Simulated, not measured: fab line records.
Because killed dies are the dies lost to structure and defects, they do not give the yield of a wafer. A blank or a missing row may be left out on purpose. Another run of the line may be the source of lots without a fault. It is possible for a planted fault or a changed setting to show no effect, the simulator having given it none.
Which of the tools did it?    flow sky130    36 wafers from 12 lots sampled at 2 of the route's 708 steps

WHAT THE GAUGES SHOWED, per wafer
SKY_CAPM_OVL_MEAS_12.
lot   measured      on          CAPM_OVL (nm)
L820  day 36 15:17  overlay-01  0.3 1.7 1.1
L821  day 37 04:29  overlay-02  -1.0 -1.7 -1.2
L824  day 38 10:37  overlay-01  0.8 1.5 0.9
L825  day 38 12:41  overlay-02  0.1 0.4 1.2
L828  day 39 17:58  overlay-01  0.8 1.3 1.2
L829  day 39 23:32  overlay-02  -0.7 0.0 -1.4
L830  day 40 04:18  overlay-01  1.2 0.2 -1.1
L838  day 43 16:47  overlay-02  -0.7 0.9 0.5
L839  day 43 18:46  overlay-02  -1.6 -3.1 -4.3
L840  day 44 10:34  overlay-01  1.1 1.2 1.8
L843  day 44 11:40  overlay-02  0.3 -0.1 0.4
L842  day 44 18:17  overlay-01  -1.0 -1.7 -1.6

WHICH TOOL RAN EACH LOT (tool, then ch and the chambers of the sampled wafers, then the start)
lot   SKY_METAL3_SPUTTER_04
L820  pvd sputter-04, day 35 13:46
L821  pvd sputter-01, day 36 02:37
L824  pvd sputter-01, day 37 08:47
L825  pvd sputter-02, day 37 10:52
L828  pvd sputter-02, day 38 17:23
L829  pvd sputter-02, day 38 22:16
L830  pvd sputter-04, day 39 03:36
L838  pvd sputter-01, day 42 18:10
L839  pvd sputter-04, day 42 20:19
L840  pvd sputter-04, day 43 12:07
L843  pvd sputter-01, day 43 14:34
L842  pvd sputter-01, day 43 20:31
- SKY_METAL3_SPUTTER_04: material TiN, target thk 70 nm, time 58.3 s.

WHAT THE TOOLS THEMSELVES READ (means of the sampled wafers that have a number; where no wafer has one, the mark that the record gives instead)
SKY_METAL3_SPUTTER_04.
lot   tool            throttle valve pct (%)
L820  pvd sputter-04  29.7
L821  pvd sputter-01  29.5
L824  pvd sputter-01  29.6
L825  pvd sputter-02  29.9
L828  pvd sputter-02  29.3
L829  pvd sputter-02  29.4
L830  pvd sputter-04  30.8
L838  pvd sputter-01  30.7
L839  pvd sputter-04  30.3
L840  pvd sputter-04  29.8
L843  pvd sputter-01  31.0
L842  pvd sputter-01  29.3

THE ANSWER, worked out from the rows above alone
Rule: the usual values come from the lots themselves. Put in order of their means at a reading, lots are off if they are a third of the lots or fewer, leave a main group of 4 or more, and stand apart from it by a gap of 3 or more times the standard deviation of the main group's means; of several such gaps the widest counts. Not used: any main group whose means are identical at the precision the tables above print for the reading. A lot without any number at a reading at which 4 lots or more have one is off too. All remaining lots with rows at the step are treated as sound. After the gauges, taken in route order, come the tools' own readings; for these a lot's mean is taken, as printed above. The first step at which some lot is off is used, and at that step the reading that is off furthest; a lot without a number counts as furthest.
Across all readings shown, no lot is off: no conclusion can be drawn from this.

WHAT WAS PUT IN BY THE SIMULATOR
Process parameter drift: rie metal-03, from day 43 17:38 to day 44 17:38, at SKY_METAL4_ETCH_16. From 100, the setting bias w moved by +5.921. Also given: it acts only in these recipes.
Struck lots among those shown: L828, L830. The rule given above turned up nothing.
